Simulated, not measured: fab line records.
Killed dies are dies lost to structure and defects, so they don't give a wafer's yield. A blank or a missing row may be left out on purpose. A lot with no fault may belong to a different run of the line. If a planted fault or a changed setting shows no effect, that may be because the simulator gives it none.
fab line records | flow sky130 | part 2 of 2: steps 27 to 35 of 35
record lots=5 | wafers=15 | last_day=49
route steps=708 shown METAL5@667 PASSIVATION@681 PAD_OPEN@694
lots with no fault: from the same line, run without faults
start_h: hours from the record's opening day to when the first of the lot's shown wafers began | wait_h: hours since the lot's step before | " same as the row above | L1.1+2: a single row standing in for several wafers | - no value present, or no start provided | * or withheld: withheld | < > ~ a bound
route shown NAME@n: a module of which the file shows steps, and the number in the route of the first | usual: average and standard deviation across the fault-free wafers | same: alike in all rows | chamber/n: place in a boat | sites: each site's reading | _std_site: their standard deviation | _edge_site: the outer-site mean with the inner-site mean subtracted | radius_mm: how far each site lies from the wafer's centre | mask NAME#n: copy n | behind: the tool/chamber that last shaped the wafer | hold: why the lot was held/for how many hours/how that ended | device: transistor that didn't switch, given as n, p or np | end of line: the tests these same wafers got at the end of their route | a step with no rows: only its recipe | killed: the dies lost at the first sort to structure and to defects; this is not the yield of the wafer | map: the dies of a wafer, with x for killed, . for not killed, _ for no die there
set.NAME: the setting as run; set.NAME@STEP: as run at that earlier step | model.NAME: the simulator's own value behind a step, which no gauge read
certain route steps with their lots: each step a table, each wafer a row
services: a tool's chamber out of use, with start hour (start_h, from the record's first day; less than 0 if before it), hours out, and reason
## steps
# step SKY_PASSIVATION_STRIP_12
# recipe chemistry=O2/N2 | power_w=1400 | pressure_mtorr=1500 | platen_temp_c=withheld | overash_fraction=0.7 | o2_flow_sccm=3000 | n2_flow_sccm=300
# usual drypump_motor_current_A=5.73/0.22 | oes_product_au=0.661/0.0047 | strip_time_to_endpoint_s=31.53/0.17
lot.wafer | tool            | chamber | start_h | wait_h | drypump_motor_current_A | oes_product_au | rf_hours_counter_h | strip_time_to_endpoint_s
L075.2    | plasma_asher-03 | 1       | 1063.40 | 0.1    | 5.59                    | 0.658          | 58                 | 31.73
L075.3    | "               | 1       | "       | "      | 5.64                    | 0.661          | -                  | 31.74
L075.4    | "               | 0       | "       | "      | 6.05                    | 0.655          | -                  | 31.73
L078.2    | plasma_asher-01 | 0       | 1087.45 | 0.1    | 5.74                    | 0.665          | 3                  | 31.79
L078.3    | "               | 1       | "       | "      | 5.89                    | 0.656          | -                  | 31.66
L078.5    | "               | 1       | "       | "      | 5.85                    | 0.659          | -                  | 31.53
L080.2    | plasma_asher-03 | 0       | 1113.15 | 0.1    | 6.05                    | 0.665          | 63                 | 31.60
L080.4    | "               | 1       | "       | "      | 5.66                    | 0.660          | -                  | 31.46
L080.5    | "               | 0       | "       | "      | 6.04                    | 0.660          | -                  | 31.39
L086.3    | plasma_asher-01 | 0       | 1131.83 | 0.1    | 5.73                    | 0.665          | -                  | 31.62
L086.4    | "               | 1       | "       | "      | 5.90                    | 0.669          | -                  | 31.60
L086.5    | "               | 0       | "       | "      | 5.74                    | 0.662          | -                  | 31.50
L090.1    | plasma_asher-01 | 0       | 1156.00 | 0.1    | 5.74                    | 0.661          | 10                 | 31.47
L090.3    | "               | 1       | "       | "      | 5.90                    | 0.653          | -                  | 31.52
L090.5    | "               | 1       | "       | "      | 5.90                    | 0.667          | -                  | 31.54
# step SKY_PAD_OPEN_DEHYDRATE_00
# recipe temp_c=200 | time_s=60
# usual exhaust_pa=45.1/0.89
lot.wafer | tool           | chamber | start_h | wait_h | exhaust_pa
L075.2    | litho_track-02 | 0       | 1072.87 | 9.4    | 45.6
L075.3    | "              | 0       | "       | "      | 45.1
L075.4    | "              | 0       | "       | "      | 45.3
L078.2    | litho_track-04 | 0       | 1096.88 | 9.4    | 43.6
L078.3    | "              | 0       | "       | "      | 42.7
L078.5    | "              | 0       | "       | "      | 43.5
L080.2    | litho_track-02 | 0       | 1122.12 | 8.9    | 45.9
L080.4    | "              | 0       | "       | "      | 46.3
L080.5    | "              | 0       | "       | "      | 45.3
L086.3    | litho_track-02 | 0       | 1140.69 | 8.8    | 44.4
L086.4    | "              | 0       | "       | "      | 45.0
L086.5    | "              | 0       | "       | "      | 45.6
L090.1    | litho_track-04 | 0       | 1164.01 | 8.0    | 44.9
L090.3    | "              | 0       | "       | "      | 45.2
L090.5    | "              | 0       | "       | "      | 44.6
# step SKY_PAD_OPEN_HMDS_01
# recipe prime_time_s=60 | prime_temp_c=120
# usual exhaust_pa=44.9/0.93
lot.wafer | tool           | chamber | start_h | wait_h | exhaust_pa
L075.2    | litho_track-02 | 0       | 1073.02 | 0.1    | 44.8
L075.3    | "              | 0       | "       | "      | 45.6
L075.4    | "              | 0       | "       | "      | 46.4
L078.2    | litho_track-04 | 0       | 1097.03 | 0.1    | 43.9
L078.3    | "              | 0       | "       | "      | 44.5
L078.5    | "              | 0       | "       | "      | 45.6
L080.2    | litho_track-02 | 0       | 1122.27 | 0.1    | 44.3
L080.4    | "              | 0       | "       | "      | 45.3
L080.5    | "              | 0       | "       | "      | 44.7
L086.3    | litho_track-02 | 0       | 1140.84 | 0.1    | 45.5
L086.4    | "              | 0       | "       | "      | 45.5
L086.5    | "              | 0       | "       | "      | 44.2
L090.1    | litho_track-04 | 0       | 1164.16 | 0.1    | 44.3
L090.3    | "              | 0       | "       | "      | 44.2
L090.5    | "              | 0       | "       | "      | 43.5
# step SKY_PAD_OPEN_COAT_02
# recipe spin_rpm=2000 | resist_thk_nm=3000
# usual exhaust_pa=44.8/0.93
lot.wafer | tool           | chamber | start_h | wait_h | exhaust_pa
L075.2    | litho_track-02 | 0       | 1073.17 | 0.1    | 44.2
L075.3    | "              | 0       | "       | "      | 44.3
L075.4    | "              | 0       | "       | "      | 44.3
L078.2    | litho_track-04 | 0       | 1097.18 | 0.1    | 43.2
L078.3    | "              | 0       | "       | "      | 43.9
L078.5    | "              | 0       | "       | "      | 42.4
L080.2    | litho_track-02 | 0       | 1122.42 | 0.1    | 45.7
L080.4    | "              | 0       | "       | "      | 46.3
L080.5    | "              | 0       | "       | "      | 46.4
L086.3    | litho_track-02 | 0       | 1140.99 | 0.1    | 43.3
L086.4    | "              | 0       | "       | "      | 44.2
L086.5    | "              | 0       | "       | "      | 43.1
L090.1    | litho_track-04 | 0       | 1164.31 | 0.1    | 44.7
L090.3    | "              | 0       | "       | "      | 44.5
L090.5    | "              | 0       | "       | "      | 44.1
# step SKY_PAD_OPEN_SOFTBAKE_03
# recipe temp_c=110 | time_s=withheld
# usual exhaust_pa=45.1/1
lot.wafer | tool           | chamber | start_h | wait_h | exhaust_pa
L075.2    | litho_track-02 | 0       | 1073.33 | 0.1    | 44.5
L075.3    | "              | 0       | "       | "      | 44.4
L075.4    | "              | 0       | "       | "      | 44.8
L078.2    | litho_track-04 | 0       | 1097.34 | 0.1    | 44.4
L078.3    | "              | 0       | "       | "      | 44.7
L078.5    | "              | 0       | "       | "      | 44.6
L080.2    | litho_track-02 | 0       | 1122.58 | 0.1    | 44.3
L080.4    | "              | 0       | "       | "      | 45.7
L080.5    | "              | 0       | "       | "      | 46.2
L086.3    | litho_track-02 | 0       | 1141.16 | 0.1    | 42.7
L086.4    | "              | 0       | "       | "      | 43.3
L086.5    | "              | 0       | "       | "      | 42.9
L090.1    | litho_track-04 | 0       | 1164.46 | 0.1    | 46.1
L090.3    | "              | 0       | "       | "      | 44.4
L090.5    | "              | 0       | "       | "      | 43.3
# step SKY_PAD_OPEN_EXPOSE_04
# recipe mask_id=PDM | target_cd_nm=60000 | na=0.57 | dose_mj=260
lot.wafer  | tool             | chamber | start_h | wait_h | mask
L075.2+3+4 | iline_stepper-02 | 0       | -       | -      | PDM#0
L078.2+3+5 | iline_stepper-02 | 0       | -       | -      | PDM#0
L080.2+4+5 | iline_stepper-02 | 0       | -       | -      | PDM#0
L086.3+4+5 | iline_stepper-02 | 0       | -       | -      | PDM#0
L090.1+3+5 | iline_stepper-01 | 0       | -       | -      | PDM#0
# step SKY_PAD_OPEN_PEB_05
# recipe temp_c=115 | time_s=withheld
# usual exhaust_pa=45.0/0.94
lot.wafer | tool           | chamber | start_h | wait_h | exhaust_pa
L075.2    | litho_track-03 | 0       | -       | -      | 44.7
L075.3    | "              | 0       | "       | "      | 45.1
L075.4    | "              | 0       | "       | "      | 44.7
L078.2    | litho_track-03 | 0       | -       | -      | 47.1
L078.3    | "              | 0       | "       | "      | 45.4
L078.5    | "              | 0       | "       | "      | 45.2
L080.2    | litho_track-04 | 0       | -       | -      | 43.6
L080.4    | "              | 0       | "       | "      | 44.7
L080.5    | "              | 0       | "       | "      | 44.7
L086.3    | litho_track-02 | 0       | -       | -      | 45.8
L086.4    | "              | 0       | "       | "      | 45.0
L086.5    | "              | 0       | "       | "      | 46.5
L090.1    | litho_track-03 | 0       | -       | -      | 44.7
L090.3    | "              | 0       | "       | "      | 43.8
L090.5    | "              | 0       | "       | "      | 44.3
# step SKY_PAD_OPEN_DEVELOP_06
# recipe develop_time_s=60 | dev_temp_c=23
# usual exhaust_pa=45.0/0.84
lot.wafer | tool           | chamber | start_h | wait_h | exhaust_pa
L075.2    | litho_track-03 | 0       | -       | -      | 46.2
L075.3    | "              | 0       | "       | "      | 44.9
L075.4    | "              | 0       | "       | "      | 45.4
L078.2    | litho_track-03 | 0       | -       | -      | 44.7
L078.3    | "              | 0       | "       | "      | 44.5
L078.5    | "              | 0       | "       | "      | 44.7
L080.2    | litho_track-04 | 0       | -       | -      | 45.4
L080.4    | "              | 0       | "       | "      | 44.5
L080.5    | "              | 0       | "       | "      | 45.9
L086.3    | litho_track-02 | 0       | -       | -      | 45.3
L086.4    | "              | 0       | "       | "      | 45.1
L086.5    | "              | 0       | "       | "      | 45.0
L090.1    | litho_track-03 | 0       | -       | -      | 45.4
L090.3    | "              | 0       | "       | "      | 45.2
L090.5    | "              | 0       | "       | "      | 45.3
# step SKY_PAD_OPEN_ETCH_07
# recipe chemistry=CF4/O2 | target_depth_nm=725 | stop_on=AlCu | source_w=800 | bias_w=150 | pressure_mtorr=150 | cf4_flow_sccm=80 | O2_flow_sccm=10 | time_s=161.1
# usual drypump_motor_current_A=5.5/0.47 | oes_product_au=0.975/0.0084 | throttle_valve_pct=5.964/0.0097
lot.wafer | tool        | chamber | start_h | wait_h | drypump_motor_current_A | oes_product_au | rf_hours_counter_h | throttle_valve_pct
L075.2    | rie_diel-02 | 1       | 1084.58 | -      | 5.7                     | 0.982          | 27                 | 5.952
L075.3    | "           | 0       | "       | "      | 5.6                     | 0.973          | 5                  | 5.962
L075.4    | "           | 2       | "       | "      | 5.2                     | 0.979          | 13                 | 5.965
L078.2    | rie_diel-02 | 2       | 1107.88 | -      | 5.2                     | 0.962          | 14                 | 5.976
L078.3    | "           | 3       | "       | "      | 5.1                     | 0.964          | 15                 | 5.956
L078.5    | "           | 0       | "       | "      | 5.6                     | 0.983          | -                  | 5.952
L080.2    | rie_diel-02 | 2       | 1132.86 | -      | 5.2                     | 0.970          | 15                 | 5.954
L080.4    | "           | 3       | "       | "      | 5.2                     | 0.974          | 16                 | 5.964
L080.5    | "           | 3       | "       | "      | 5.2                     | 0.972          | -                  | 5.975
L086.3    | rie_diel-01 | 1       | 1151.24 | -      | 5.4                     | 0.974          | 27                 | 5.956
L086.4    | "           | 2       | "       | "      | 6.5                     | 0.990          | 26                 | 5.985
L086.5    | "           | 0       | "       | "      | 6.5                     | 0.985          | -                  | 5.964
L090.1    | rie_diel-01 | 2       | 1174.03 | -      | 6.5                     | 0.978          | 26                 | 5.970
L090.3    | "           | 3       | "       | "      | 4.8                     | 0.980          | 14                 | 5.974
L090.5    | "           | 3       | "       | "      | 4.8                     | 0.976          | -                  | 5.949
## services
tool             | chamber | start_h | hours | kind
rie_diel-02      | 2       | 1022.33 | 3.2   | repair
rie_diel-01      | -       | 1030.24 | 2.8   | pm
rie_diel-02      | 1       | 1037.27 | 9.3   | repair
iline_stepper-01 | -       | 1039.62 | 7.9   | repair
rie_diel-01      | 3       | 1043.77 | 1.9   | repair
rie_diel-02      | 0       | 1047.60 | 3.3   | repair
rie_diel-03      | -       | 1052.16 | 4.0   | repair
rie_diel-02      | 2       | 1053.83 | 2.4   | repair
plasma_asher-01  | -       | 1055.25 | 9.0   | pm
iline_stepper-02 | -       | 1067.77 | 1.7   | pm
iline_stepper-02 | -       | 1073.88 | 2.0   | repair
pecvd-01         | -       | 1099.99 | 5.5   | pm
rie_diel-02      | -       | 1101.00 | 0.4   | repair
rie_metal-02     | -       | 1114.03 | 0.2   | repair
iline_stepper-01 | -       | 1116.35 | 4.2   | repair
iline_stepper-01 | -       | 1116.77 | 3.5   | repair
pecvd-03         | 0       | 1135.12 | 3.6   | repair
iline_stepper-01 | -       | 1135.64 | 1.7   | pm
iline_stepper-02 | -       | 1137.42 | 2.1   | pm
pecvd-03         | -       | 1157.69 | 2.8   | pm
pecvd-03         | 1       | 1162.85 | 4.2   | repair
plasma_asher-01  | -       | 1163.65 | 2.8   | pm
plasma_asher-01  | -       | 1167.87 | 5.7   | repair
rie_metal-02     | 1       | 1173.62 | 8.1   | repair
